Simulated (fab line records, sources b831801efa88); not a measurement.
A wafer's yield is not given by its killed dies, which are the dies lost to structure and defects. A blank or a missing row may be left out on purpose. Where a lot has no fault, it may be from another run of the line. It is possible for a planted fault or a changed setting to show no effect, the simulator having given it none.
A lot that was struck, set against a sound lot ; flow gf180mcu ; 21 steps out of a route of 602
Sound: the wafers L778.1, L778.2, L778.4. Struck: wafers L790.4, L790.5, L790.6. The cause comes at the end.
For every step that has rows: the tool of each side, followed by ch and its chambers, followed by its first start. Under that, the readings that differ: sound wafers ; struck wafers ; difference of the means ; sigmas: that difference in standard deviations of wafers without a fault.
alike: readings with means less than 2 such deviations apart, plus words and numbers identical on both sides. not compared: withheld readings, readings lacking a value on some wafer, bounds such as >300 that could conceal the same value, and numbers that have no deviation in the record and whose values overlap.
A row with sigmas, a row that says differs or no value, or rows on one side alone: a step with any of these is where the two part. Non-overlapping numbers with no deviation appear without sigmas and do not part them. A reading missing from all wafers of one side parts the sides only when that side holds two or more wafers.

GF_CONTACT_THK_MEAS_26: measures by xrf.
  struck on film-metro-01, day 20 18:19; sound on film-metro-01, day 16 09:03
  alike: CONTACT_W_THK
GF_CONTACT_CMP_27: polishes, stops on SiO2, t overpolish 15 s, target thk 0 nm.
  sound on cmp-02 ch 1,2,3, day 16 09:10; struck on cmp-01 ch 1,2,3, day 20 18:30
  alike: motor-current-A, overpolish-run-s, time-to-endpoint-s
GF_M1_SPUTTER_00: material Ti, target thk 37.5 nm, time 150 s.
  struck on pvd-sputter-02, day 20 18:39; sound on pvd-sputter-02, day 16 09:25
  alike: throttle-valve-pct
then, 1 step without rows for these wafers: GF_M1_SPUTTER_01 (material TiN, target thk 30 nm, time 25 s).
GF_M1_SPUTTER_02: material AlCu, target thk 450 nm, time 23.9 s.
  struck on pvd-sputter-02, day 20 18:47; sound on pvd-sputter-02, day 16 09:32
  alike: throttle-valve-pct
GF_M1_SPUTTER_03: material Ti, target thk 10 nm, time 6.7 s.
  struck on pvd-sputter-02, day 20 18:49; sound on pvd-sputter-02, day 16 09:34
  alike: throttle-valve-pct
GF_M1_SPUTTER_04: material TiN, target thk 50 nm, time 41.7 s.
  struck on pvd-sputter-02, day 20 18:50; sound on pvd-sputter-02, day 16 09:35
  alike: throttle-valve-pct
GF_M1_RS_MEAS_05: measures by four-point-probe.
  struck on film-metro-04, day 20 18:56; sound on film-metro-01, day 16 09:38
  alike: M1_ALCU_RS
GF_M1_THK_MEAS_06: measures by xrf.
  struck on film-metro-04, day 20 19:01; sound on film-metro-01, day 16 09:45
  alike: M1_ALCU_THK
then, 3 steps without rows for these wafers: GF_M1_DEHYDRATE_07 (time 60 s); GF_M1_HMDS_08 (prime time 60 s); GF_M1_COAT_09 (resist thk 1000 nm).
GF_M1_SOFTBAKE_10: time 60 s.
  sound on litho-track-03 ch 0, day 16 20:43; struck on litho-track-03 ch 0, day 21 06:51
reading;sound;struck;difference;sigmas
heater-power-total-W (W);93.08 93.06 92.97;107.43 107.46 107.42;+14.40;+99 or more
plate-temp-C (C);130.18 130.04 130.15;145.07 145.01 145.04;+14.92;+99 or more
model.KrF_of_M1_COAT_09.thk-nm (nm);1003 998.4 997.7;980.4 978.3 979.8;-20.2;
then, 3 steps without rows for these wafers: GF_M1_EXPOSE_11 (exposes mask Metal1, target cd 230 nm); GF_M1_PEB_12 (peb time 90 s); GF_M1_DEVELOP_13 (develop time 60 s).
GF_M1_CD_MEAS_14: target cd 230 nm.
  struck on cd-sem-02, day 21 19:04; sound on cd-sem-02, day 17 08:19
reading;sound;struck;difference;sigmas
cd-nm (nm);229.0 228.0 228.0;172.2 171.6 170.4;-56.9;-58
GF_M1_OVL_MEAS_15:
  struck on overlay-02, day 21 19:08; sound on overlay-02, day 17 08:26
  alike: M1_OVL
GF_M1_METAL_ETCH_16: etches the open film in Cl2/BCl3, stops on SiO2, target depth 627.5 nm, time 104.6 s.
  sound on rie-metal-03 ch 0,1, day 17 08:29; struck on rie-metal-04 ch 0,1, day 21 19:11
reading;sound;struck;difference;sigmas
drypump-motor-current-A (A);4.8 5.2 5.2;6.7 6.7 5.9;+1.4;+2
model.M1.cd-nm (nm);231.9 230.3 227.9;174.6 173.6 174.4;-55.8;
model.KrF_of_M1_COAT_09.thk-nm (nm);734.9 726.6 727.4;718.4 714.8 714.5;-13.7;
  alike: mfc-cl2-sccm, oes-product-au, throttle-valve-pct
  not compared: rf-hours-counter-h
GF_M1_STRIP_17: strips in O2/N2.
  sound on plasma-asher-02 ch 0,1, day 17 08:35; struck on plasma-asher-04 ch 0,1, day 21 19:18
reading;sound;struck;difference;sigmas
oes-product-au (a.u.);0.556 0.561 0.553;0.547 0.539 0.539;-0.015;-3
strip-time-to-endpoint-s (s);7.86 7.79 7.80;7.71 7.69 7.68;-0.12;-3
  alike: drypump-motor-current-A, heater-power-w
  not compared: rf-hours-counter-h
then, 1 step without rows for these wafers: GF_M1_STRIP_18 (strips in post etch residue remover, time 1200 s).

WHERE THEY PART
At GF_M1_SOFTBAKE_10 first; at GF_M1_STRIP_17 last (within this record only).

WHY: the cause the simulator had injected
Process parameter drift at GF_M1_SOFTBAKE_10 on litho-track-03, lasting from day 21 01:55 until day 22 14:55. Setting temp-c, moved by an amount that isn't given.
